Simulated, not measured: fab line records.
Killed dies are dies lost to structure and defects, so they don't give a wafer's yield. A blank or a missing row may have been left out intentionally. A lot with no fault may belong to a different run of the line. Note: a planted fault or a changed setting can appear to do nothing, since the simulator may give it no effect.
Which of the tools did it?    flow gf180mcu    12 lots, 36 wafers sampled, at 5 steps of a route of 602

== WHAT EACH GAUGE READ, for each wafer ==
GF_M3_CD_MEAS_14 targets a cd of 280 nm.
lot   measured      on         cd_nm (nm)
L571  day 21 02:41  cd_sem-01  280.7 282.2 282.8
L572  day 21 12:58  cd_sem-01  281.1 280.0 280.9
L573  day 22 04:23  cd_sem-01  280.2 281.0 281.0
L574  day 22 07:27  cd_sem-02  279.5 281.0 280.0
L575  day 22 15:44  cd_sem-02  279.9 278.6 279.9
L576  day 23 07:23  cd_sem-01  278.6 277.2 277.7
L577  day 23 12:47  cd_sem-02  282.2 280.8 281.4
L581  day 25 18:43  cd_sem-02  279.8 279.6 279.7
L586  day 27 03:04  cd_sem-02  282.4 281.5 281.5
L590  day 28 07:26  cd_sem-01  279.8 279.3 280.0
L592  day 28 13:17  cd_sem-01  278.5 279.5 279.7
L593  day 29 03:55  cd_sem-01  280.7 280.4 280.1

GF_V3_THK_MEAS_03.
lot   measured      on             V3_CVD_02_THK (nm)
L571  day 21 03:42  film_metro-04  846 851 859
L572  day 21 13:59  film_metro-02  834 852 863
L573  day 22 05:23  film_metro-04  837 851 868
L574  day 22 08:27  film_metro-03  850 879 861
L575  day 22 16:47  film_metro-03  835 840 846
L576  day 23 08:26  film_metro-02  852 846 864
L577  day 23 13:52  film_metro-04  861 864 866
L581  day 25 19:43  film_metro-04  852 849 854
L586  day 27 04:27  film_metro-02  847 950 851
L590  day 28 08:26  film_metro-03  839 848 864
L592  day 28 14:18  film_metro-02  850 861 871
L593  day 29 04:56  film_metro-03  843 845 852

GF_V3_BOW_MEAS_05.
lot   measured      on             V3_BOW (um)
L571  day 21 04:04  film_metro-02  122 129 133
L572  day 21 14:20  film_metro-03  130 123 104
L573  day 22 05:46  film_metro-04  107 121 113
L574  day 22 08:50  film_metro-02  119 95 99
L575  day 22 17:09  film_metro-03  116 113 116
L576  day 23 08:49  film_metro-02  123 124 113
L577  day 23 14:14  film_metro-02  127 118 129
L581  day 25 20:06  film_metro-02  109 124 117
L586  day 27 04:49  film_metro-02  122 100 115
L590  day 28 08:49  film_metro-04  117 109 114
L592  day 28 14:40  film_metro-03  124 120 121
L593  day 29 05:18  film_metro-02  109 126 122

== WHAT TOOL EACH LOT RAN ON (gives the tool, then ch and the chambers of the sampled wafers, and finally the start) ==
lot   GF_V3_CVD_02                     GF_V3_CMP_04
L571  pecvd-03 ch 0,1,2, day 21 03:37  cmp-01 ch 0,2, day 21 03:45
L572  pecvd-02 ch 0,1,2, day 21 13:55  cmp-02 ch 0,3, day 21 14:02
L573  pecvd-02 ch 0,1,2, day 22 05:19  cmp-02 ch 1,2, day 22 05:26
L574  pecvd-03 ch 0,1, day 22 08:22    cmp-02 ch 0,1,2, day 22 08:35
L575  pecvd-02 ch 1,2, day 22 16:43    cmp-01 ch 1,3, day 22 16:51
L576  pecvd-03 ch 0,1,2, day 23 08:22  cmp-01 ch 1,2,3, day 23 08:29
L577  pecvd-02 ch 1,2, day 23 13:47    cmp-02 ch 1,2,3, day 23 14:01
L581  pecvd-02 ch 0,1,2, day 25 19:38  cmp-01 ch 0,1,3, day 25 19:53
L586  pecvd-02 ch 0,1,2, day 27 04:22  cmp-02 ch 0,1,2, day 27 04:31
L590  pecvd-03 ch 1,2, day 28 08:22    cmp-01 ch 0,3, day 28 08:29
L592  pecvd-03 ch 1,2, day 28 14:13    cmp-01 ch 0,2, day 28 14:21
L593  pecvd-04 ch 0,1,2, day 29 04:52  cmp-01 ch 0,2,3, day 29 05:00
- GF_V3_CVD_02: deposits SiO2 from TEOS, target thk 850 nm, time 94.851 s.
- GF_V3_CMP_04: polishes SiO2.

== WHAT THE TOOLS THEMSELVES READ (means of the sampled wafers that have a number; where no wafer has one, the mark that the record gives instead) ==
GF_V3_CVD_02.
lot   tool      heater_power_w (W)  rf_fwd_power_W (W)
L571  pecvd-03  693                 597.0
L572  pecvd-02  642                 596.2
L573  pecvd-02  631                 595.9
L574  pecvd-03  686                 597.4
L575  pecvd-02  658                 598.0
L576  pecvd-03  744                 596.3
L577  pecvd-02  645                 597.0
L581  pecvd-02  624                 597.7
L586  pecvd-02  640                 595.1
L590  pecvd-03  679                 596.9
L592  pecvd-03  744                 596.2
L593  pecvd-04  608                 596.4

GF_V3_CMP_04.
lot   tool    motor_current_A (A)  time_to_endpoint_s (s)
L571  cmp-01  12.0                 84
L572  cmp-02  11.3                 80
L573  cmp-02  11.9                 81
L574  cmp-02  11.4                 88
L575  cmp-01  12.0                 74
L576  cmp-01  11.5                 80
L577  cmp-02  11.3                 89
L581  cmp-01  11.2                 82
L586  cmp-02  11.6                 95
L590  cmp-01  10.6                 77
L592  cmp-01  11.7                 83
L593  cmp-01  11.1                 76

== THE ANSWER, worked out from the rows above alone ==
Rule: usual is defined by the lots themselves. The widest of any qualifying gaps counts: lots, ordered by their means at a reading, are off when they make up no more than a third of the lots, leave a main group of 4 or more, and stand apart from it by 3 or more times the standard deviation of that group's means. A main group is skipped when, at the precision printed for the reading in the tables above, its means are all equal. A lot without any number at a reading at which 4 lots or more have one is off too. All remaining lots with rows at the step are treated as sound. After the gauges, taken in route order, come the tools' own readings; for these a lot's mean is taken, as printed above. The first step at which some lot is off is used, and at that step the reading that is off furthest; a lot without a number counts as furthest.
None of the lots is off at any reading shown; this tells nothing.

== WHAT THE SIMULATOR HAD INSERTED ==
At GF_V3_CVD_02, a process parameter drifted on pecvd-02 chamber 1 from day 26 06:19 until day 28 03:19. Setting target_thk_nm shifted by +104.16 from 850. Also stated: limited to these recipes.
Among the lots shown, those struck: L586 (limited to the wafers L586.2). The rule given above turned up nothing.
